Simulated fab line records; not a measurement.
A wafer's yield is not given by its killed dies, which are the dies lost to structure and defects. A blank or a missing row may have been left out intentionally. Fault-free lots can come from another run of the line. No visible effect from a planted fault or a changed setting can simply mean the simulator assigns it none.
Which tool did it? + flow gf180mcu + 36 wafers from 12 lots sampled at 5 of the route's 602 steps

WHAT THE GAUGES READ, wafer by wafer
GF_STI_THK_MEAS_30.
| lot  | measured    | on            | STI_OXIDATION_02_THK (nm)     |
|------|-------------|---------------|-------------------------------|
| L951 | day 2 06:11 | film-metro-04 | 9.66 9.70 9.88                |
| L954 | day 2 22:34 | film-metro-04 | 10.22 10.15 10.09             |
| L955 | day 3 03:44 | film-metro-02 | 9.88 9.87 9.62                |
| L956 | day 3 08:38 | film-metro-02 | 10.07 9.98 10.02              |
| L957 | day 3 14:34 | film-metro-04 | 9.76 9.90 9.91                |
| L959 | day 3 23:11 | film-metro-04 | 10.40 10.34 10.23             |
| L960 | day 4 07:18 | film-metro-03 | 10.13 10.25 10.10             |
| L964 | day 5 02:19 | film-metro-02 | 10.03 9.88 9.96               |
| L965 | day 5 06:21 | film-metro-02 | 7.31 7.27 7.31 7.36 7.28 7.31 |
| L966 | day 5 11:33 | film-metro-02 | 9.79 9.91 9.86                |
| L967 | day 5 16:01 | film-metro-03 | 7.34 7.40 7.42 7.28 7.42 7.41 |
| L974 | day 7 04:17 | film-metro-02 | 9.91 9.92 9.92                |

GF_M1_CD_MEAS_14 targets a cd of 230 nm.
| lot  | measured     | on        | cd-nm (nm)        |
|------|--------------|-----------|-------------------|
| L951 | day 16 23:00 | cd-sem-01 | 230.3 230.5 230.0 |
| L954 | day 18 05:32 | cd-sem-02 | 228.5 230.5 230.0 |
| L955 | day 18 11:44 | cd-sem-01 | 230.2 229.3 229.6 |
| L956 | day 19 01:14 | cd-sem-02 | 231.0 228.6 229.9 |
| L957 | day 19 10:57 | cd-sem-01 | 230.6 229.8 230.7 |
| L959 | day 20 05:29 | cd-sem-01 | 230.2 230.3 229.2 |
| L960 | day 20 19:21 | cd-sem-02 | 230.3 229.1 230.4 |
| L964 | day 21 22:17 | cd-sem-02 | 228.6 227.7 228.3 |
| L965 | day 22 05:04 | cd-sem-02 | 229.9 230.0 231.2 |
| L966 | day 22 14:56 | cd-sem-01 | 231.5 229.4 230.2 |
| L967 | day 22 22:11 | cd-sem-01 | 227.5 228.0 226.8 |
| L974 | day 25 03:47 | cd-sem-02 | 230.5 230.2 230.4 |

GF_M1_OVL_MEAS_15.
| lot  | measured     | on         | M1_OVL (nm) |
|------|--------------|------------|-------------|
| L951 | day 16 23:07 | overlay-02 | 1 8 4       |
| L954 | day 18 05:39 | overlay-02 | 0 4 -5      |
| L955 | day 18 11:51 | overlay-01 | 15 4 3      |
| L956 | day 19 01:19 | overlay-02 | 10 5 -1     |
| L957 | day 19 11:04 | overlay-02 | 6 10 13     |
| L959 | day 20 05:36 | overlay-01 | -3 -1 -4    |
| L960 | day 20 19:28 | overlay-01 | -6 4 5      |
| L964 | day 21 22:22 | overlay-02 | 4 4 -1      |
| L965 | day 22 05:10 | overlay-01 | -2 2 -2     |
| L966 | day 22 15:03 | overlay-01 | 5 13 -5     |
| L967 | day 22 22:19 | overlay-02 | 5 10 2      |
| L974 | day 25 03:54 | overlay-02 | -5 -7 4     |

WHICH TOOL RAN EACH LOT (tool, then ch and the chambers of the sampled wafers, then the start)
| lot  | GF_STI_OXIDATION_29          | GF_CONTACT_STRIP_18                  |
|------|------------------------------|--------------------------------------|
| L951 | furnace-02 ch 0, day 2 04:47 | plasma-asher-03 ch 0,1, day 15 23:09 |
| L954 | furnace-01 ch 0, day 2 21:10 | plasma-asher-04 ch 0,1, day 17 05:26 |
| L955 | furnace-02 ch 0, day 3 02:20 | plasma-asher-04 ch 0,1, day 17 11:21 |
| L956 | furnace-02 ch 0, day 3 07:13 | plasma-asher-02 ch 0,1, day 18 00:56 |
| L957 | furnace-02 ch 0, day 3 13:10 | plasma-asher-03 ch 0,1, day 18 09:21 |
| L959 | furnace-01 ch 0, day 3 21:47 | plasma-asher-03 ch 1, day 19 03:27   |
| L960 | furnace-01 ch 0, day 4 05:53 | plasma-asher-04 ch 0, day 19 17:54   |
| L964 | furnace-02 ch 0, day 5 00:53 | plasma-asher-02 ch 0,1, day 20 21:38 |
| L965 | furnace-02 ch 0, day 5 04:57 | plasma-asher-03 ch 0,1, day 21 04:03 |
| L966 | furnace-01 ch 0, day 5 10:09 | plasma-asher-03 ch 0,1, day 21 13:57 |
| L967 | furnace-02 ch 0, day 5 14:37 | plasma-asher-03 ch 0,1, day 21 21:51 |
| L974 | furnace-01 ch 0, day 7 02:54 | plasma-asher-02 ch 0,1, day 24 04:42 |
- GF_STI_OXIDATION_29: stabilise 600 s, purge 300 s, target thk 10 nm.
- GF_CONTACT_STRIP_18: strips in O2/N2.

AS READ BY THE TOOLS THEMSELVES (means over the sampled wafers that have a number; for cases with no such wafer, the mark the record gives instead)
GF_STI_OXIDATION_29.
| lot  | tool       | ox-temp-c-max | spike-tc-bottom-C (C) | tube-center-temp-C (C) | zone-power-top-pct (%) |
|------|------------|---------------|-----------------------|------------------------|------------------------|
| L951 | furnace-02 | 903.1         | 919.3                 | 900.10                 | 37.6                   |
| L954 | furnace-01 | 903.5         | 917.2                 | 900.03                 | 33.2                   |
| L955 | furnace-02 | 903.0         | 919.4                 | 899.97                 | 37.5                   |
| L956 | furnace-02 | 902.8         | 917.5                 | 899.92                 | 38.0                   |
| L957 | furnace-02 | 903.3         | 919.0                 | 899.97                 | 37.4                   |
| L959 | furnace-01 | 904.8         | 917.3                 | 900.04                 | 32.9                   |
| L960 | furnace-01 | 904.0         | 917.9                 | 900.05                 | 32.9                   |
| L964 | furnace-02 | 902.9         | 918.3                 | 899.95                 | 37.6                   |
| L965 | furnace-02 | 902.2         | 918.5                 | 900.01                 | 37.9                   |
| L966 | furnace-01 | 904.1         | 916.9                 | 900.15                 | 33.2                   |
| L967 | furnace-02 | 903.1         | 918.4                 | 899.96                 | 37.8                   |
| L974 | furnace-01 | 903.1         | 916.6                 | 900.02                 | 32.8                   |

GF_CONTACT_STRIP_18.
| lot  | tool            | drypump-motor-current-A (A) | heater-power-w (W) | n2-flow-sccm (sccm) | oes-product-au (a.u.) |
|------|-----------------|-----------------------------|--------------------|---------------------|-----------------------|
| L951 | plasma-asher-03 | 5.2                         | 319                | 300.6               | 0.577                 |
| L954 | plasma-asher-04 | 5.8                         | 330                | 300.0               | 0.583                 |
| L955 | plasma-asher-04 | 5.9                         | 329                | 300.1               | 0.579                 |
| L956 | plasma-asher-02 | 6.2                         | 313                | 300.1               | 0.579                 |
| L957 | plasma-asher-03 | 5.2                         | 315                | 300.1               | 0.577                 |
| L959 | plasma-asher-03 | 5.0                         | 302                | 299.4               | 0.581                 |
| L960 | plasma-asher-04 | 5.8                         | 329                | 299.8               | 0.586                 |
| L964 | plasma-asher-02 | 6.2                         | 313                | 300.4               | 0.577                 |
| L965 | plasma-asher-03 | 5.2                         | 315                | 300.0               | 0.581                 |
| L966 | plasma-asher-03 | 5.2                         | 312                | 299.5               | 0.577                 |
| L967 | plasma-asher-03 | 5.3                         | 326                | 300.4               | 0.578                 |
| L974 | plasma-asher-02 | 6.0                         | 313                | 299.2               | 0.583                 |

THE ANSWER, worked out from the rows above alone
Rule: usual is defined by the lots themselves. Put in order of their means at a reading, lots are off if they are a third of the lots or fewer, leave a main group of 4 or more, and stand apart from it by a gap of 3 or more times the standard deviation of the main group's means; of several such gaps the widest counts. A main group is skipped when, at the precision printed for the reading in the tables above, its means are all equal. A lot without any number at a reading at which 4 lots or more have one is off too. Any other lot the step has rows for is counted as sound. The gauges are gone through in route order, then the tools' own readings, and for those a lot's mean is taken as printed above. At the first step where some lot is off, the reading lying furthest off is the one used; lots without a number count as furthest.
Off: at GF_STI_THK_MEAS_30 (STI_OXIDATION_02_THK), L965, L967. For the main group the mean is 9.98 nm and the standard deviation 0.18.
A tool fits if, at a process step before that reading, it ran every lot that is off, and no sound lot after the first of them. Those tools and the gauges at GF_STI_THK_MEAS_30 are tried in the same way. One fits: furnace-02 at GF_STI_OXIDATION_29. Its last sound lot is L964 (day 5 00:53), its first lot that is off L965 (day 5 04:57): a fault that began between those two fits.

WHAT THE SIMULATOR PUT IN
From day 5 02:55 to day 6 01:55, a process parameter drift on furnace-02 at GF_STI_OXIDATION_29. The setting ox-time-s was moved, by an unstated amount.
Lots struck among those shown: L965, L967. The rule above found the same.
